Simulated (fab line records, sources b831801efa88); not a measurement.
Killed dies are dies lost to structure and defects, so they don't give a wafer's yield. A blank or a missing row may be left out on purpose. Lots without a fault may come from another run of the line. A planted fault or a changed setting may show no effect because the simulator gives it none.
Problem report in the 8D (eight disciplines) form, filled by code | flow sky130 | the parts of the form that need people (team, actions taken, sign-off) are left out

1. THE PROBLEM
chamber_pressure_pa at SKY_METAL3_SPUTTER_02 reads a mean of 0.4961 Pa on 6 wafers of 2 lots; wafers without a fault read 0.4000 Pa with a standard deviation of 0.0008. That is +99 or more standard deviations from the usual mean.
The step: material AlCu, target thk 735 nm, time 39.1 s.
First seen on wafer L719.2, day 39 18:04, on pvd_sputter-02. The record holds 33 wafers of 11 lots with a number at this step. Rule for "out", or "out of limits": more than 4 standard deviations from the usual mean. The other wafers with a number count as sound.

2. WHAT IT IS AND WHAT IT IS NOT
question                    | is                     | is not
which readings at this step | chamber_pressure_pa    | -
which lots                  | L719, L720             | L710, L713, L715, L717, L718, L721, L730, L732, L733
which wafers of those lots  | all that have a number | -
read on which tools         | pvd_sputter-02         | pvd_sputter-01, pvd_sputter-03
when                        | from day 39 18:04      | up to then (15 sound wafers); but 12 sound wafers of L721, L730, L732, L733 came after

3. SUSPECTS, AND WHAT RULES EACH OUT
Counting: a tool at a process step up to the reading stays a suspect if it ran every lot that is out and no sound lot after the first of them.
- rie_diel-01 at SKY_VIA1_ETCH_15 (etches SiO2 in C4F8/O2/Ar, stops on TiN, target depth 351 nm, time 54 s): kept. It ran every lot that is out, first L719 (day 37 09:47), and no sound lot after that; its last sound lot up to then is L717 (day 37 02:50).
- pvd_sputter-02 at SKY_METAL3_SPUTTER_00 (material Ti, target thk 15 nm, time 10 s): ruled out as a lasting fault. Sound lots L732 ran on it after its first lot that is out, L719 (day 39 18:01).
- pvd_sputter-02 at SKY_METAL3_SPUTTER_02 (material AlCu, target thk 735 nm, time 39.1 s): ruled out as a lasting fault. Sound lots L732 ran on it after its first lot that is out, L719 (day 39 18:04).
Left after counting: rie_diel-01 at SKY_VIA1_ETCH_15.

4. THE CAUSE (what the simulator had put in)
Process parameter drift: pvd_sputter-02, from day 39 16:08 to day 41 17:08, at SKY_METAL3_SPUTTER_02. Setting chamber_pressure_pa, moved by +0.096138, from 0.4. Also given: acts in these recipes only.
Counting ruled it out, wrongly.

5. THE CHAIN OF EFFECTS, in route order
Each row: a reading whose mean over the struck wafers that have a number lies more than 3 standard deviations from the usual. Only readings for which the record gives a usual standard deviation are gone through. hours: the time from each lot's start at the first step in this table that gives one to its start at this step, as a median over the lots. sigmas: the change in usual standard deviations.
hours | step                     | reading             | usual      | on struck wafers | change  | sigmas
0     | SKY_METAL3_SPUTTER_02    | chamber_pressure_pa | 0.4000 Pa  | 0.4961           | +0.0961 | +99 or more
50    | SKY_METAL3_METAL_ETCH_18 | oes_product_au      | 0.865 a.u. | 0.841            | -0.024  | -3.7
The process steps in it:
- SKY_METAL3_SPUTTER_02: material AlCu, target thk 735 nm, time 39.1 s.
- SKY_METAL3_METAL_ETCH_18: etches the open film in Cl2/BCl3, stops on SiO2, target depth 845 nm, time 183.1 s.

6. WHAT WOULD HAVE CAUGHT IT SOONER
In this record the first reading out of limits was taken at day 39 18:04, 2 hours after the fault began at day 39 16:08.
